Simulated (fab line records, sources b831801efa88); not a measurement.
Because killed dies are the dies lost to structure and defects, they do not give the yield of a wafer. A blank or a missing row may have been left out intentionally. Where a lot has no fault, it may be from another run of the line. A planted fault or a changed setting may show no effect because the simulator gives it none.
Which of the tools did it? + flow sky130 + Sampling: 14 lots, 42 wafers, 3 of 708 route steps

WHAT EACH GAUGE READ, for each wafer
SKY_RES_XHIGH_TW_MEAS_09. Usual: RES_XHIGH_TW 1636, standard deviation 15.
| lot  | measured     | on           | RES_XHIGH_TW   | flag |
|------|--------------|--------------|----------------|------|
| L455 | day 26 22:22 | filmMetro-03 | 1642 1645 1641 |      |
| L456 | day 27 01:28 | filmMetro-03 | 1643 1637 1635 |      |
| L457 | day 27 10:17 | filmMetro-01 | 1618 1619 1623 |      |
| L458 | day 27 16:03 | filmMetro-03 | 1641 1635 1642 |      |
| L463 | day 30 04:00 | filmMetro-02 | 1551 1541 1544 | OFF  |
| L466 | day 30 23:25 | filmMetro-01 | 1530 1519 1516 | OFF  |
| L468 | day 31 11:59 | filmMetro-02 | 1661 1659 1654 |      |
| L470 | day 31 21:43 | filmMetro-03 | 1638 1647 1640 |      |
| L472 | day 32 06:25 | filmMetro-01 | 1624 1617 1622 |      |
| L474 | day 33 06:15 | filmMetro-03 | 1637 1646 1644 |      |
| L475 | day 34 00:22 | filmMetro-03 | 1657 1653 1643 |      |
| L477 | day 34 00:26 | filmMetro-02 | 1667 1653 1667 |      |
| L476 | day 34 02:43 | filmMetro-01 | 1626 1628 1620 |      |
| L478 | day 34 10:24 | filmMetro-01 | 1628 1628 1626 |      |

SKY_SD_N_RS_MEAS_18: uses a four-point probe to measure. Usual: RES_XHIGH_RS 333.1 ohm/sq, standard deviation 1.1.
| lot  | measured     | on           | RES_XHIGH_RS (ohm/sq) | flag |
|------|--------------|--------------|-----------------------|------|
| L455 | day 28 03:50 | filmMetro-02 | 331.4 332.8 332.1     |      |
| L456 | day 28 07:03 | filmMetro-01 | 335.0 335.7 334.3     |      |
| L457 | day 28 15:01 | filmMetro-02 | 334.1 333.3 335.0     |      |
| L458 | day 28 21:09 | filmMetro-01 | 334.4 334.0 332.7     |      |
| L463 | day 31 08:23 | filmMetro-02 | 391.1 390.5 393.0     | OFF  |
| L466 | day 32 02:37 | filmMetro-03 | 391.8 391.4 393.6     | OFF  |
| L468 | day 32 14:34 | filmMetro-01 | 331.6 334.3 334.2     |      |
| L470 | day 33 01:23 | filmMetro-01 | 332.6 333.6 333.5     |      |
| L472 | day 33 10:11 | filmMetro-02 | 332.9 330.6 332.4     |      |
| L474 | day 34 09:32 | filmMetro-02 | 332.5 334.0 332.5     |      |
| L475 | day 35 03:31 | filmMetro-02 | 334.3 334.9 334.1     |      |
| L477 | day 35 04:07 | filmMetro-02 | 332.6 331.2 332.3     |      |
| L476 | day 35 06:07 | filmMetro-03 | 332.4 332.5 332.1     |      |
| L478 | day 35 14:03 | filmMetro-03 | 334.0 334.3 333.0     |      |

TOOL THAT RAN EACH LOT (tool first, then ch and the chambers of the sampled wafers, then the start)
| lot  | SKY_RES_XHIGH_IMPLANT_07        |
|------|---------------------------------|
| L455 | implanter-03 ch 0, day 26 22:09 |
| L456 | implanter-03 ch 0, day 27 01:13 |
| L457 | implanter-04 ch 0, day 27 10:04 |
| L458 | implanter-04 ch 0, day 27 15:48 |
| L463 | implanter-02 ch 0, day 30 03:45 |
| L466 | implanter-02 ch 0, day 30 23:11 |
| L468 | implanter-03 ch 0, day 31 11:44 |
| L470 | implanter-03 ch 0, day 31 21:30 |
| L472 | implanter-03 ch 0, day 32 06:12 |
| L474 | implanter-02 ch 0, day 33 06:00 |
| L475 | implanter-02 ch 0, day 34 00:08 |
| L477 | implanter-04 ch 0, day 34 00:11 |
| L476 | implanter-03 ch 0, day 34 02:29 |
| L478 | implanter-04 ch 0, day 34 10:09 |
- SKY_RES_XHIGH_IMPLANT_07

AS READ BY THE TOOLS THEMSELVES (means over the sampled wafers that have a number; for cases with no such wafer, the mark the record gives instead)
SKY_RES_XHIGH_IMPLANT_07. Usual: beamOnS 41.5 s, standard deviation 2.3; faradayCurrentUA 491, standard deviation 28.
| lot  | tool         | beamOnS (s) | faradayCurrentUA | flag |
|------|--------------|-------------|------------------|------|
| L455 | implanter-03 | 42.7        | 474              |      |
| L456 | implanter-03 | 41.6        | 488              |      |
| L457 | implanter-04 | 43.7        | 465              |      |
| L458 | implanter-04 | 44.2        | 458              |      |
| L463 | implanter-02 | 31.4        | 647              | OFF  |
| L466 | implanter-02 | 31.4        | 646              | OFF  |
| L468 | implanter-03 | 42.0        | 483              |      |
| L470 | implanter-03 | 41.7        | 487              |      |
| L472 | implanter-03 | 42.0        | 484              |      |
| L474 | implanter-02 | 38.0        | 534              |      |
| L475 | implanter-02 | 38.7        | 526              |      |
| L477 | implanter-04 | 43.7        | 463              |      |
| L476 | implanter-03 | 42.4        | 479              |      |
| L478 | implanter-04 | 43.8        | 464              |      |

THE ANSWER, worked out from the rows above alone
Rule: a lot is off if the mean of its wafers that have a number lies more than 3 standard deviations from the usual mean. Also off: a lot with no number at a reading for which 4 or more lots have one. All remaining lots with rows at the step are treated as sound. After the gauges, taken in route order, come the tools' own readings; for these a lot's mean is taken, as printed above. The first step at which some lot is off is used, and at that step the reading that is off furthest; a lot without a number counts as furthest.
Off: at SKY_RES_XHIGH_TW_MEAS_09 (RES_XHIGH_TW), L463, L466.
If a tool, at a process step before that reading, ran all the lots that are off and no sound lot after the first of them, it fits. The gauges at SKY_RES_XHIGH_TW_MEAS_09 aren't tried: what is off there is off at SKY_RES_XHIGH_IMPLANT_07 too, on other tools, and a gauge's error can't cause that. Not one of the candidates tried fits.

WHAT THE SIMULATOR HAD INSERTED
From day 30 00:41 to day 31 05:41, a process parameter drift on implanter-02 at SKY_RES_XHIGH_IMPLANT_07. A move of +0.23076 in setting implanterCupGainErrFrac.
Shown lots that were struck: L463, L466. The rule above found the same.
